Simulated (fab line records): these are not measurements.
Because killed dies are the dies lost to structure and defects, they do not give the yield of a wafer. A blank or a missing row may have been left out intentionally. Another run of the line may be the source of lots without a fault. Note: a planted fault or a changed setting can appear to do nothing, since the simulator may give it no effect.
fab line records	flow sky130
record lots=6	wafers=18	lastDay=49
route steps=708 shown VIA3@582 PAD_OPEN@708
lots with no fault: from the same line, run without faults
startH: the number of hours between the record's first day and the start of the first shown wafer of the lot	waitH: time in hours since the lot's previous step	" identical to the entry in the row above	L1.1+2: a single row standing in for several wafers	- no value, or no start given	* or withheld: withheld	< > ~ a bound
route shown NAME@n: names a module that has steps shown in the file, with the first one's number in the route	usual: mean and standard deviation over wafers with no fault	same: alike in all rows	chamber/n: place in a boat	sites: per-site readings	_std_site: how widely they spread, as a standard deviation	_edge_site: outer sites' mean less inner sites'	radiusMm: how far each site lies from the wafer's centre	mask NAME#n: copy n	behind: the tool/chamber that last shaped the wafer	hold: why the lot was held/for how many hours/how that ended	device: transistor that didn't switch, given as n, p or np	end of line: the same wafers' tests at the end of the route	step lacking rows: just its recipe	killed: dies that structure and defects cost at the first sort, which is not the same as the wafer's yield	map: a wafer's dies, x killed, . not, _ none there
set.NAME: the setting that was run; set.NAME@STEP: the one run at that earlier step	model.NAME: the simulator's own value behind a step, which no gauge read
a table for each step, a row for each wafer; lots at some steps of the route
services: when a tool's chamber went out of use (startH, in hours from the record's first day, below 0 if earlier), for how many hours, and the reason
## steps
# step SKY_VIA3_EXPOSE_09
# recipe maskId=VIM3	na=0.8	sourceShape=annular	sigmaInner=0.55	sigmaOuter=0.85	targetCdNm=200	doseMj=38
# step SKY_VIA3_PEB_10
# recipe pebTempC=withheld	pebTimeS=withheld	resist=KrF-thick
# step SKY_VIA3_DEVELOP_11
# recipe developTimeS=60	resist=KrF-thick	devTempC=21
# step SKY_VIA3_CD_MEAS_12
# recipe targetCdNm=200
# usual cdNm=200.3/1.2
lot.wafer	tool	chamber	startH	waitH	cdNm
L695.1	cdSem-01	-	949.54	-	199.6
L695.2	"	-	"	"	200.6
L695.3	"	-	"	"	198.8
L698.4	cdSem-01	-	982.56	-	201.1
L698.5	"	-	"	"	200.2
L698.6	"	-	"	"	199.8
L704.1	cdSem-02	-	1013.84	-	202.5
L704.4	"	-	"	"	200.5
L704.6	"	-	"	"	200.4
L708.1	cdSem-01	-	1041.96	-	199.0
L708.2	"	-	"	"	199.7
L708.4	"	-	"	"	200.7
L711.3	cdSem-01	-	1059.05	-	200.9
L711.4	"	-	"	"	199.9
L711.5	"	-	"	"	199.8
L712.4	cdSem-01	-	1060.52	-	202.0
L712.5	"	-	"	"	199.4
L712.6	"	-	"	"	200.6
# step SKY_VIA3_OVL_MEAS_13
# usual VIA3_OVL=-1/5.8
lot.wafer	tool	chamber	startH	waitH	VIA3_OVL[nm]
L695.1	overlay-02	-	949.66	0.1	-1
L695.2	"	-	"	"	6
L695.3	"	-	"	"	2
L698.4	overlay-01	-	982.64	0.1	9
L698.5	"	-	"	"	-1
L698.6	"	-	"	"	-1
L704.1	overlay-02	-	1013.96	0.1	-2
L704.4	"	-	"	"	2
L704.6	"	-	"	"	-3
L708.1	overlay-02	-	1042.08	0.1	3
L708.2	"	-	"	"	3
L708.4	"	-	"	"	7
L711.3	overlay-02	-	1059.15	0.1	-10
L711.4	"	-	"	"	-10
L711.5	"	-	"	"	-2
L712.4	overlay-02	-	1060.60	0.1	-3
L712.5	"	-	"	"	-9
L712.6	"	-	"	"	-7
# step SKY_VIA3_ETCH_14
# recipe chemistry=N2/H2	target=BARC	ionEnergyEv=200	sourceW=500	biasW=100	pressureMtorr=30	n2FlowSccm=100	h2FlowSccm=200	stopOn=SiO2	timeS=45.9	targetDepthA=600
# usual drypumpMotorCurrentA=5.6/0.36	oesProductAu=0.855/0.0048	throttleValvePct=13.225/0.0084
lot.wafer	tool	chamber	startH	waitH	drypumpMotorCurrentA	oesProductAu	rfHoursCounterH	throttleValvePct
L695.1	rieDiel-03	1	949.69	0.0	5.4	0.860	27	13.226
L695.2	"	3	"	"	5.4	0.861	13	13.224
L695.3	"	2	"	"	5.4	0.853	16	13.218
L698.4	rieDiel-01	1	982.66	0.0	6.1	0.867	22	13.240
L698.5	"	1	"	"	6.1	0.852	-	13.219
L698.6	"	0	"	"	5.8	0.855	-	13.235
L704.1	rieDiel-04	3	1013.99	0.0	5.4	0.857	7	13.236
L704.4	"	1	"	"	5.1	0.860	15	13.235
L704.6	"	3	"	"	5.3	0.853	-	13.230
L708.1	rieDiel-01	2	1042.12	0.0	5.6	0.848	5	13.214
L708.2	"	3	"	"	6.5	0.852	12	13.226
L708.4	"	2	"	"	5.6	0.855	-	13.224
L711.3	rieDiel-01	2	1059.17	0.0	5.6	0.853	5	13.223
L711.4	"	1	"	"	6.2	0.862	25	13.229
L711.5	"	2	"	"	5.7	0.856	-	13.231
L712.4	rieDiel-01	3	1060.62	0.0	6.5	0.861	12	13.227
L712.5	"	1	"	"	6.2	0.852	-	13.223
L712.6	"	2	"	"	5.6	0.853	-	13.226
# step SKY_VIA3_ETCH_15
# recipe target=SiO2	chemistry=C4F8/O2/Ar	targetDepthNm=507	stopOn=TiN	maskMaterial=KrF-thick	sourceW=1500	biasW=1200	pressureMtorr=40	c4f8FlowSccm=withheld	O2_flow_sccm=6	Ar_flow_sccm=300	timeS=78
# usual oesProductAu=0.946/0.0046
lot.wafer	tool	chamber	startH	waitH	oesProductAu	rfHoursCounterH
L695.1	rieDiel-03	1	949.73	0.0	0.951	27
L695.2	"	3	"	"	0.939	13
L695.3	"	2	"	"	0.944	16
L698.4	rieDiel-01	1	982.70	0.0	0.947	22
L698.5	"	1	"	"	0.953	-
L698.6	"	0	"	"	0.949	-
L704.1	rieDiel-04	3	1014.04	0.0	0.948	7
L704.4	"	1	"	"	0.941	15
L704.6	"	3	"	"	0.947	-
L708.1	rieDiel-01	2	1042.16	0.0	0.951	5
L708.2	"	3	"	"	0.939	12
L708.4	"	2	"	"	0.941	-
L711.3	rieDiel-01	2	1059.21	0.0	0.950	5
L711.4	"	1	"	"	0.948	25
L711.5	"	2	"	"	0.954	-
L712.4	rieDiel-01	3	1060.66	0.0	0.950	12
L712.5	"	1	"	"	0.948	-
L712.6	"	2	"	"	0.948	-
# step SKY_VIA3_STRIP_16
# recipe chemistry=O2/N2	powerW=1400	pressureMtorr=1500	platenTempC=withheld	o2FlowSccm=3000	n2FlowSccm=300	overashFraction=0.5
# usual drypumpMotorCurrentA=5.8/0.52	o2FlowSccm=2999/8.3	oesProductAu=0.401/0.0051	stripTimeToEndpointS=4.131/0.021
lot.wafer	tool	chamber	startH	waitH	drypumpMotorCurrentA	o2FlowSccm	oesProductAu	rfHoursCounterH	stripTimeToEndpointS
L695.1	plasmaAsher-04	0	949.79	0.0	6.3	3006	0.400	113	4.145
L695.2	"	1	"	"	5.2	2998	0.407	113	4.165
L695.3	"	1	"	"	5.2	2998	0.398	-	4.129
L698.4	plasmaAsher-02	0	982.79	0.1	5.2	2987	0.402	-	4.089
L698.5	"	1	"	"	5.5	3000	0.406	-	4.121
L698.6	"	0	"	"	5.2	2992	0.397	-	4.147
L704.1	plasmaAsher-01	1	1014.10	0.0	6.6	3007	0.405	90	4.109
L704.4	"	0	"	"	5.7	3010	0.403	-	4.102
L704.6	"	0	"	"	5.7	3004	0.395	-	4.116
L708.1	plasmaAsher-01	0	1042.22	0.0	5.7	3005	0.406	93	4.105
L708.2	"	1	"	"	6.5	2991	0.402	93	4.129
L708.4	"	1	"	"	6.5	2993	0.401	-	4.097
L711.3	plasmaAsher-01	1	1059.30	0.1	6.5	3002	0.398	-	4.110
L711.4	"	0	"	"	5.7	2999	0.401	-	4.142
L711.5	"	0	"	"	5.7	2994	0.401	-	4.108
L712.4	plasmaAsher-02	0	1060.75	0.1	5.2	2989	0.398	-	4.118
L712.5	"	1	"	"	5.5	3000	0.401	-	4.124
L712.6	"	0	"	"	5.2	3001	0.393	-	4.102
# step SKY_VIA3_STRIP_17
# recipe chemistry=postEtchResidueRemover	timeS=1200	tempC=72.5
# step SKY_VIA3_CLEAN_18
# recipe chemistry=IPA	timeS=180	tempC=25
# step SKY_VIA3_CLEAN_19
# recipe chemistry=O3/DIW	dry=n2Spin
# step SKY_VIA3_SPUTTER_20
# recipe material=TiN	targetThkNm=20	chamberPressurePa=5	powerW=4000	timeS=80
# usual chamberPressurePa=5.000/0.01	throttleValvePct=30.4/1.3
lot.wafer	tool	chamber	startH	waitH	chamberPressurePa	throttleValvePct
L695.1	pvdSputter-03	-	950.39	0.0	4.993	29.2
L695.2	"	-	"	"	4.997	29.3
L695.3	"	-	"	"	4.991	30.5
L698.4	pvdSputter-04	-	983.36	0.0	5.013	28.7
L698.5	"	-	"	"	5.007	28.6
L698.6	"	-	"	"	5.004	30.9
L704.1	pvdSputter-02	-	1014.69	0.0	4.998	29.1
L704.4	"	-	"	"	5.010	30.0
L704.6	"	-	"	"	5.008	30.6
L708.1	pvdSputter-04	-	1042.82	0.0	5.019	30.7
L708.2	"	-	"	"	4.986	29.8
L708.4	"	-	"	"	5.011	32.9
L711.3	pvdSputter-02	-	1059.87	0.0	5.018	30.3
L711.4	"	-	"	"	5.005	28.8
L711.5	"	-	"	"	5.023	30.3
L712.4	pvdSputter-03	-	1061.35	0.0	4.992	29.0
L712.5	"	-	"	"	5.017	31.9
L712.6	"	-	"	"	4.993	29.2
# step SKY_VIA3_CVD_21
# recipe material=W	targetThkNm=390	timeS=117.31	tempC=400	pressureTorr=40
# usual chamberPressureTorr=40.02/0.083	heaterPowerW=831/19
lot.wafer	tool	chamber	startH	waitH	chamberPressureTorr	heaterPowerW	model.W_of_VIA3_CVD_21.thkNm
L695.1	cvdW-01	0	950.45	0.0	39.96	816	393.2
L695.2	"	1	"	"	33.78	828	372.4
L695.3	"	0	"	"	40.07	808	395.6
L698.4	cvdW-01	1	983.46	0.1	33.73	821	354.8
L698.5	"	0	"	"	40.07	830	383.4
L698.6	"	1	"	"	33.82	796	352.6
L704.1	cvdW-02	0	1014.83	0.1	39.87	814	387.2
L704.4	"	1	"	"	40.15	824	389.5
L704.6	"	1	"	"	39.99	842	395
L708.1	cvdW-02	0	1042.88	0.0	40.03	827	389.1
L708.2	"	1	"	"	39.98	849	391.2
L708.4	"	1	"	"	40.01	840	391.3
L711.3	cvdW-01	1	1059.97	0.1	39.88	804	390
L711.4	"	0	"	"	40.06	815	389.7
L711.5	"	0	"	"	40.12	823	388.1
L712.4	cvdW-02	1	1061.45	0.1	40.12	851	384.1
L712.5	"	0	"	"	40.19	819	384.7
L712.6	"	1	"	"	40.01	858	381.8
# step SKY_VIA3_RS_MEAS_22
# recipe thkMeasGauge=four-point-probe	reads=W_of_VIA3_CVD_21+TiN_of_VIA3_SPUTTER_20
# usual VIA3_W_RS=0.294/0.0036
lot.wafer	tool	chamber	startH	waitH	hold	VIA3_W_RS[ohm/sq]
L695.1	filmMetro-01	-	950.57	0.1	awaitDispo/0.2h/release	0.291
L695.2	"	-	"	"	awaitDispo/0.2h/release	0.308
L695.3	"	-	"	"	awaitDispo/0.2h/release	0.290
L695.1	filmMetro-01	-	950.86	0.3	-	0.292
L695.2	"	-	"	"	-	0.308
L695.3	"	-	"	"	-	0.290
L698.4	filmMetro-01	-	983.69	0.2	awaitDispo/0.2h/release	0.323
L698.5	"	-	"	"	awaitDispo/0.2h/release	0.300
L698.6	"	-	"	"	awaitDispo/0.2h/release	0.326
L698.4	filmMetro-01	-	984.18	0.5	-	0.323
L698.5	"	-	"	"	-	0.299
L698.6	"	-	"	"	-	0.326
L704.1	filmMetro-04	-	1014.96	0.1	-	0.295
L704.4	"	-	"	"	-	0.293
L704.6	"	-	"	"	-	0.289
L708.1	filmMetro-01	-	1043.00	0.1	-	0.295
L708.2	"	-	"	"	-	0.293
L708.4	"	-	"	"	-	0.294
L711.3	filmMetro-04	-	1060.09	0.1	-	0.293
L711.4	"	-	"	"	-	0.293
L711.5	"	-	"	"	-	0.295
L712.4	filmMetro-04	-	1061.59	0.1	-	0.297
L712.5	"	-	"	"	-	0.298
L712.6	"	-	"	"	-	0.299
# step SKY_VIA3_THK_MEAS_23
# recipe thkMeasGauge=xrf	reads=W_of_VIA3_CVD_21
# usual VIA3_W_THK=404/6.2
lot.wafer	tool	chamber	startH	waitH	hold	VIA3_W_THK[nm]
L695.1	filmMetro-01	-	952.49	1.6	awaitDispo/1.5h/release	408
L695.2	"	-	"	"	awaitDispo/1.5h/release	388
L695.3	"	-	"	"	awaitDispo/1.5h/release	417
L698.4	filmMetro-01	-	988.06	3.9	awaitDispo/0.2h/release	368
L698.5	"	-	"	"	awaitDispo/0.2h/release	402
L698.6	"	-	"	"	awaitDispo/0.2h/release	366
L698.4	filmMetro-01	-	988.34	0.3	-	369
L698.5	"	-	"	"	-	401
L698.6	"	-	"	"	-	366
L704.1	filmMetro-04	-	1015.08	0.1	-	402
L704.4	"	-	"	"	-	405
L704.6	"	-	"	"	-	410
L708.1	filmMetro-01	-	1043.12	0.1	-	401
L708.2	"	-	"	"	-	405
L708.4	"	-	"	"	-	404
L711.3	filmMetro-04	-	1060.19	0.1	-	404
L711.4	"	-	"	"	-	406
L711.5	"	-	"	"	-	400
L712.4	filmMetro-04	-	1061.68	0.1	-	399
L712.5	"	-	"	"	-	398
L712.6	"	-	"	"	-	397
# step SKY_VIA3_CMP_24
# recipe stopOn=SiO2	tOverpolishS=20	downForcePsi=3.5	platenRpm=60	targetThkNm=0	padVelocityMS=0.94248
# usual edgeZonePressureFrac=1.000/0.0049	motorCurrentA=11.3/1	slurryFilterDpKPa=13.50/0.13
lot.wafer	tool	chamber	startH	waitH	hold	edgeZonePressureFrac	motorCurrentA	slurryFilterDpKPa
L695.1	cmp-02	2	952.60	0.1	-	0.999	11.4	13.51
L695.2	"	3	"	"	-	0.999	11.2	13.64
L695.3	"	0	"	"	-	0.989	13.0	13.54
L698.4	cmp-01	1	994.19	5.8	awaitDispo/5.3h/release	0.989	11.0	13.39
L698.6	"	0	"	"	awaitDispo/5.3h/release	1.000	10.3	13.56
L698.5	"	1	"	"	awaitDispo/5.3h/release	0.990	11.8	13.51
L704.4	cmp-01	2	1015.14	0.0	-	1.005	10.2	13.45
L704.1	"	0	"	"	-	0.994	10.3	13.47
L704.6	"	2	"	"	-	1.001	10.5	13.23
L708.2	cmp-01	1	1043.18	0.0	-	0.999	10.8	13.45
L708.4	"	2	"	"	-	1.000	10.3	13.41
L708.1	"	0	"	"	-	1.000	10.1	13.40
L711.3	cmp-02	2	1060.23	0.0	-	1.000	11.3	13.27
L711.4	"	1	"	"	-	0.996	10.2	13.52
L711.5	"	2	"	"	-	1.002	10.9	13.60
L712.4	cmp-02	1	1061.86	0.2	-	0.997	10.5	13.72
L712.6	"	2	"	"	-	0.992	11.7	13.63
L712.5	"	3	"	"	-	1.001	11.7	13.57
# step SKY_PAD_OPEN_PROBE_99
# usual defectLimitedYield=82.5/1.9	killed_at_M0_to_M3=44/6.4	killed_at_M4_up=3.4/2.1	killedAtContacts=23/5	killedAtFrontEnd=15/4.5	killedAtOther=0.3/0.54	killedDies=86/9.5	killedOnRim=17/3.9	killedOpen=48/6.9	killedShort=38/5.9	sort_bin_3_pad_short=0.8/0.44	sort_bin_5_function=10.5/1.6	sort_bin_6_memory=6.1/1.1	sortNPass=406/9.5	sortYieldPct=82.5/1.9
# same grossDies=492	killedAtBackSide=0	sort_bin_4_leakage[%]=0	sort_bin_8_speed[%]=0
lot.wafer	tool	chamber	startH	waitH	defectLimitedYield[%]	killed_at_M0_to_M3	killed_at_M4_up	killedAtContacts	killedAtFrontEnd	killedAtOther	killedDies	killedOnRim	killedOpen	killedShort	sort_bin_3_pad_short[%]	sort_bin_5_function[%]	sort_bin_6_memory[%]	sortNPass	sortYieldPct[%]
L695.1	prober-01	-	1094.73	0.1	84.1	38	2	27	11	0	78	15	45	33	1.2	9.6	5.1	414	84.1
L695.2	prober-01	-	1094.78	0.1	84.8	38	4	16	17	0	75	14	45	30	0.4	8.9	5.9	417	84.8
L695.3	prober-01	-	1094.83	0.2	82.3	49	5	24	9	0	87	19	45	42	1.6	9.3	6.7	405	82.3
L698.4	prober-01	-	1119.60	0.2	84.3	44	3	15	14	1	77	13	47	30	0.4	9.8	5.5	415	84.3
L698.5	prober-01	-	1119.65	0.2	83.5	42	7	19	13	0	81	16	45	36	0.6	11.4	4.5	411	83.5
L698.6	prober-01	-	1119.70	0.2	83.7	38	4	23	15	0	80	18	45	35	0.2	9.1	6.9	412	83.7
L704.1	prober-02	-	1147.58	0.1	78.3	55	6	28	17	1	107	15	67	38	0.4	13.0	8.3	385	78.3
L704.4	prober-02	-	1147.73	0.2	79.5	59	4	19	19	0	101	21	52	47	1.2	13.0	6.3	391	79.5
L704.6	prober-02	-	1147.83	0.2	78.9	56	2	19	27	0	104	19	48	56	1.6	13.2	6.3	388	78.9
L708.1	prober-02	-	1169.56	0.1	83.3	46	4	15	17	0	82	17	41	41	1.0	11.2	4.5	410	83.3
L708.2	prober-02	-	1169.61	0.1	82.9	43	2	26	13	0	84	13	43	40	0.6	9.6	6.9	408	82.9
L708.4	prober-02	-	1169.71	0.2	81.5	48	6	25	12	0	91	16	51	40	0.6	11.4	6.5	401	81.5
L711.3	prober-01	-	1182.39	0.2	82.3	50	3	20	14	0	87	21	45	42	1.2	12.0	4.5	405	82.3
L711.4	prober-01	-	1182.44	0.2	83.1	36	3	34	10	0	83	14	50	33	0.2	11.0	5.7	409	83.1
L711.5	prober-01	-	1182.49	0.2	83.9	38	5	21	15	0	79	13	44	35	0.8	8.9	6.3	413	83.9
L712.4	prober-02	-	1184.65	0.2	82.5	45	7	23	11	0	86	21	43	43	0.4	11.0	6.1	406	82.5
L712.5	prober-02	-	1184.70	0.2	80.7	49	1	25	20	0	95	20	54	41	0.8	12.0	6.5	397	80.7
L712.6	prober-02	-	1184.75	0.2	83.5	40	4	26	10	1	81	14	48	33	0.4	8.5	7.5	411	83.5
# killed by level:class
L695.1 CONTACT:geometricParticle:open=10 VIA2:geometricParticle:open=7 LI_CONTACT:geometricParticle:open=7 VIA1:geometricParticle:open=6 FIELD_ISO:geometricParticle:open=5 LI_CONTACT:geometricParticle:short=4 VIA1:geometricParticle:short=4 METAL2:geometricParticle:short=4
L695.2 VIA1:geometricParticle:open=16 FIELD_ISO:geometricParticle:open=8 CONTACT:geometricParticle:short=7 CONTACT:geometricParticle:open=6 VIA1:geometricParticle:short=5 POLY_GATE:geometricParticle:open=4 METAL3:geometricParticle:short=3 VIA3:geometricParticle:open=3
L695.3 METAL2:geometricParticle:short=10 VIA2:geometricParticle:open=10 CONTACT:geometricParticle:open=7 VIA1:geometricParticle:open=7 LI_CONTACT:geometricParticle:open=6 METAL1:geometricParticle:short=6 METAL3:geometricParticle:short=5 CONTACT:geometricParticle:short=4
L698.4 VIA1:geometricParticle:open=17 VIA3:geometricParticle:open=8 POLY_GATE:geometricParticle:short=6 LI_CONTACT:geometricParticle:open=6 METAL2:geometricParticle:short=5 CONTACT:geometricParticle:open=4 VIA2:geometricParticle:open=4 FIELD_ISO:geometricParticle:open=3
L698.5 VIA2:geometricParticle:open=9 VIA1:geometricParticle:open=9 VIA3:geometricParticle:open=6 CONTACT:geometricParticle:short=6 LOCAL_INTERCONNECT:geometricParticle:short=5 METAL1:geometricParticle:short=5 POLY_GATE:geometricParticle:short=4 CONTACT:geometricParticle:open=4
L698.6 VIA1:geometricParticle:open=14 VIA2:geometricParticle:open=7 CONTACT:geometricParticle:short=7 POLY_GATE:geometricParticle:open=4 LI_CONTACT:geometricParticle:open=4 LOCAL_INTERCONNECT:geometricParticle:short=4 CONTACT:geometricParticle:open=4 VIA3:geometricParticle:open=4
L704.1 CONTACT:geometricParticle:open=12 VIA3:geometricParticle:open=11 VIA1:geometricParticle:open=11 VIA2:geometricParticle:open=11 METAL2:geometricParticle:short=7 FIELD_ISO:geometricParticle:open=6 VIA2:geometricParticle:short=6 POLY_GATE:geometricParticle:open=5
L704.4 VIA1:geometricParticle:open=24 METAL2:geometricParticle:short=7 VIA3:geometricParticle:open=7 METAL1:geometricParticle:short=6 POLY_GATE:geometricParticle:short=6 LOCAL_INTERCONNECT:geometricParticle:short=5 CONTACT:geometricParticle:short=5 CONTACT:geometricParticle:open=5
L704.6 METAL1:geometricParticle:short=11 VIA1:geometricParticle:open=10 METAL2:geometricParticle:short=10 CONTACT:geometricParticle:open=7 POLY_GATE:geometricParticle:short=5 POLY_GATE:geometricParticle:open=4 VIA3:geometricParticle:open=4 VIA2:geometricParticle:open=4
L708.1 VIA1:geometricParticle:open=12 METAL1:geometricParticle:short=9 FIELD_ISO:geometricParticle:short=8 METAL2:geometricParticle:short=8 CONTACT:geometricParticle:open=7 VIA2:geometricParticle:open=5 FIELD_ISO:geometricParticle:open=3 VIA3:geometricParticle:short=3
L708.2 METAL1:geometricParticle:short=10 LI_CONTACT:geometricParticle:open=7 VIA1:geometricParticle:open=6 LOCAL_INTERCONNECT:geometricParticle:short=6 CONTACT:geometricParticle:short=6 CONTACT:geometricParticle:open=6 VIA1:geometricParticle:short=6 VIA2:geometricParticle:open=6
L708.4 CONTACT:geometricParticle:open=12 VIA3:geometricParticle:open=11 METAL1:geometricParticle:short=8 VIA1:geometricParticle:open=7 VIA2:geometricParticle:open=5 LI_CONTACT:geometricParticle:short=4 CONTACT:geometricParticle:short=4 VIA3:geometricParticle:short=4
L711.3 VIA1:geometricParticle:open=12 CONTACT:geometricParticle:open=9 VIA1:geometricParticle:short=8 VIA3:geometricParticle:open=6 METAL2:geometricParticle:short=5 FIELD_ISO:geometricParticle:short=4 POLY_GATE:geometricParticle:open=4 POLY_GATE:geometricParticle:short=4
L711.4 LI_CONTACT:geometricParticle:open=12 CONTACT:geometricParticle:open=9 POLY_GATE:geometricParticle:open=6 METAL1:geometricParticle:short=6 CONTACT:geometricParticle:short=6 VIA1:geometricParticle:open=6 VIA2:geometricParticle:open=6 VIA1:geometricParticle:short=5
L711.5 CONTACT:geometricParticle:open=12 VIA1:geometricParticle:open=12 METAL1:geometricParticle:short=5 VIA2:geometricParticle:open=4 POLY_GATE:geometricParticle:open=4 POLY_GATE:geometricParticle:short=4 METAL4:geometricParticle:short=4 FIELD_ISO:geometricParticle:open=3
L712.4 VIA1:geometricParticle:open=9 METAL2:geometricParticle:short=9 CONTACT:geometricParticle:open=8 VIA2:geometricParticle:open=7 METAL1:geometricParticle:short=7 LI_CONTACT:geometricParticle:open=6 VIA1:geometricParticle:short=6 METAL4:geometricParticle:short=6
L712.5 VIA3:geometricParticle:open=12 LI_CONTACT:geometricParticle:open=9 CONTACT:geometricParticle:open=9 VIA1:geometricParticle:short=6 VIA1:geometricParticle:open=6 METAL2:geometricParticle:short=5 FIELD_ISO:geometricParticle:open=4 FIELD_ISO:geometricParticle:short=4
L712.6 VIA1:geometricParticle:open=16 CONTACT:geometricParticle:open=11 VIA3:geometricParticle:open=8 LI_CONTACT:geometricParticle:open=5 CONTACT:geometricParticle:short=5 FIELD_ISO:geometricParticle:short=4 VIA1:geometricParticle:short=4 METAL4:geometricParticle:short=4
## services
tool	chamber	startH	hours	kind
cmp-02	-	937.66	2.5	repair
rieDiel-03	1	938.79	5.1	repair
plasmaAsher-04	-	941.53	2.4	repair
plasmaAsher-01	-	945.77	7.7	repair
cmp-02	-	953.00	2.0	repair
pvdSputter-04	0	958.13	-	consumableReplace:kit
pvdSputter-04	0	958.13	18.0	scheduledDown
pvdSputter-04	0	958.13	18.0	ventCycle
plasmaAsher-02	-	963.70	4.3	repair
plasmaAsher-04	-	976.68	2.8	pm
pvdSputter-03	-	977.03	29.4	repair
plasmaAsher-02	-	977.03	2.0	repair
cvdW-01	-	1013.81	6.3	repair
pvdSputter-02	3	1037.66	-	consumableReplace:kit
pvdSputter-02	3	1037.66	18.0	scheduledDown
pvdSputter-02	3	1037.66	18.0	ventCycle
pvdSputter-03	-	1041.82	4.0	repair
rieDiel-01	0	1041.95	8.5	repair
rieDiel-04	1	1050.04	2.7	repair
plasmaAsher-04	-	1055.25	9.0	pm
plasmaAsher-04	0	1055.25	9.0	ventCycle
plasmaAsher-04	1	1055.25	9.0	ventCycle
## key
firstSign step=SKY_VIA3_CVD_21	reading=chamberPressureTorr	direction=down	sigmas=75	usual=40.02	struck=33.78
effect step=SKY_VIA3_RS_MEAS_22	reading=visit	direction=added
effect step=SKY_VIA3_RS_MEAS_22	reading=VIA3_W_RS	direction=up	sigmas=6.9	usual=0.294	struck=0.319
effect step=SKY_VIA3_THK_MEAS_23	reading=visit	direction=added
effect step=SKY_VIA3_CMP_24	reading=hold	direction=added
modelEffect step=SKY_VIA3_CVD_21	value=W_of_VIA3_CVD_21.thkNm	without=391.8	struck=359.9
metAt SKY_VIA3_CVD_21
struckWafers L695.2,L698.4,L698.6
fault kind=processParameterDrift	tool=cvdW-01	chamber=1	onsetH=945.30	steps=SKY_VIA3_CVD_21	channel=pressureTorr	offset=-6.1835	shape=step	endH=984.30	actsIn=theseRecipesOnly	stated=40
